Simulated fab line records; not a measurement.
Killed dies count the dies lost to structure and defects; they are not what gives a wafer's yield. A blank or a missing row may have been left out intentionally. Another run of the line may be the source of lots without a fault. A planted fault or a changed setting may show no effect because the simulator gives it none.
Tool commonality check + flow gf180mcu + 12 lots and 36 wafers in the sample

## WHAT PROMPTED THE OPENING
GF_MVPSD_TW_MEAS_11, reading MVPSD_TW: flagged on 3 of 12 lots. Fault-free wafers read 556, with a standard deviation of 3.1.
Rule: a lot is flagged in two cases, either no wafer of it has a number, or all its wafers with numbers fall more than 4 standard deviations from that mean. As for the other lots, they are considered sound.

| lot  | measured     | on            | MVPSD_TW, wafer by wafer | flag    |
|------|--------------|---------------|--------------------------|---------|
| L510 | day 5 08:12  | film metro-02 | 578 580 581              | FLAGGED |
| L518 | day 7 07:59  | film metro-01 | 588 586 588              | FLAGGED |
| L520 | day 7 21:28  | film metro-02 | 554 554 556              |         |
| L521 | day 7 23:19  | film metro-01 | 589 586 586              | FLAGGED |
| L522 | day 8 06:46  | film metro-04 | 557 554 556              |         |
| L523 | day 8 12:29  | film metro-01 | 561 561 562              |         |
| L524 | day 9 04:14  | film metro-02 | 552 555 554              |         |
| L526 | day 9 09:49  | film metro-01 | 556 559 555              |         |
| L527 | day 9 10:14  | film metro-02 | 556 551 552              |         |
| L528 | day 9 20:49  | film metro-04 | 557 558 558              |         |
| L529 | day 10 05:31 | film metro-02 | 553 555 555              |         |
| L531 | day 10 13:36 | film metro-01 | 556 561 553              |         |
The numbers of the flagged lots are 585 on average: +29 against the usual, or +9 standard deviations.

## WHICH TOOL RAN EACH LOT
The record keeps 1 process step preceding the reading, out of 602 steps on the route. Read each cell as the tool, then ch plus the chambers that the sampled wafers visited, then the start.
| lot  | flag    | GF_MVPSD_IMPLANT_09             |
|------|---------|---------------------------------|
| L510 | FLAGGED | implanter-04 ch 0, day 5 07:37  |
| L518 | FLAGGED | implanter-02 ch 0, day 7 07:27  |
| L520 |         | implanter-04 ch 0, day 7 21:14  |
| L521 | FLAGGED | implanter-02 ch 0, day 7 22:45  |
| L522 |         | implanter-04 ch 0, day 8 06:31  |
| L523 |         | implanter-02 ch 0, day 8 12:16  |
| L524 |         | implanter-04 ch 0, day 9 03:59  |
| L526 |         | implanter-01 ch 0, day 9 09:34  |
| L527 |         | implanter-02 ch 0, day 9 10:01  |
| L528 |         | implanter-02 ch 0, day 9 20:34  |
| L529 |         | implanter-04 ch 0, day 10 05:16 |
| L531 |         | implanter-02 ch 0, day 10 13:21 |
What these steps do:
- GF_MVPSD_IMPLANT_09
- GF_MVPSD_TW_MEAS_11

## FLAGGED OVER TOTAL, TOOL BY TOOL (the gauges that took the reading come last)
| step                | tool          | lots run | flagged | share of the flagged lots | sound lots run after its first flagged lot |
|---------------------|---------------|----------|---------|---------------------------|--------------------------------------------|
| GF_MVPSD_IMPLANT_09 | implanter-01  | 1        | 0       | none                      | -                                          |
| GF_MVPSD_IMPLANT_09 | implanter-02  | 6        | 2       | some                      | 4 (L523,L527,L528,L531)                    |
| GF_MVPSD_IMPLANT_09 | implanter-04  | 5        | 1       | some                      | 4 (L520,L522,L524,L529)                    |
| GF_MVPSD_TW_MEAS_11 | film metro-01 | 5        | 2       | some                      | 3 (L523,L526,L531)                         |
| GF_MVPSD_TW_MEAS_11 | film metro-02 | 5        | 1       | some                      | 4 (L520,L524,L527,L529)                    |
| GF_MVPSD_TW_MEAS_11 | film metro-04 | 2        | 0       | none                      | -                                          |

## THE TABLE: WHAT IT ALLOWS
No row of the table ran every flagged lot.

## WHAT HAD BEEN PUT IN BY THE SIMULATOR
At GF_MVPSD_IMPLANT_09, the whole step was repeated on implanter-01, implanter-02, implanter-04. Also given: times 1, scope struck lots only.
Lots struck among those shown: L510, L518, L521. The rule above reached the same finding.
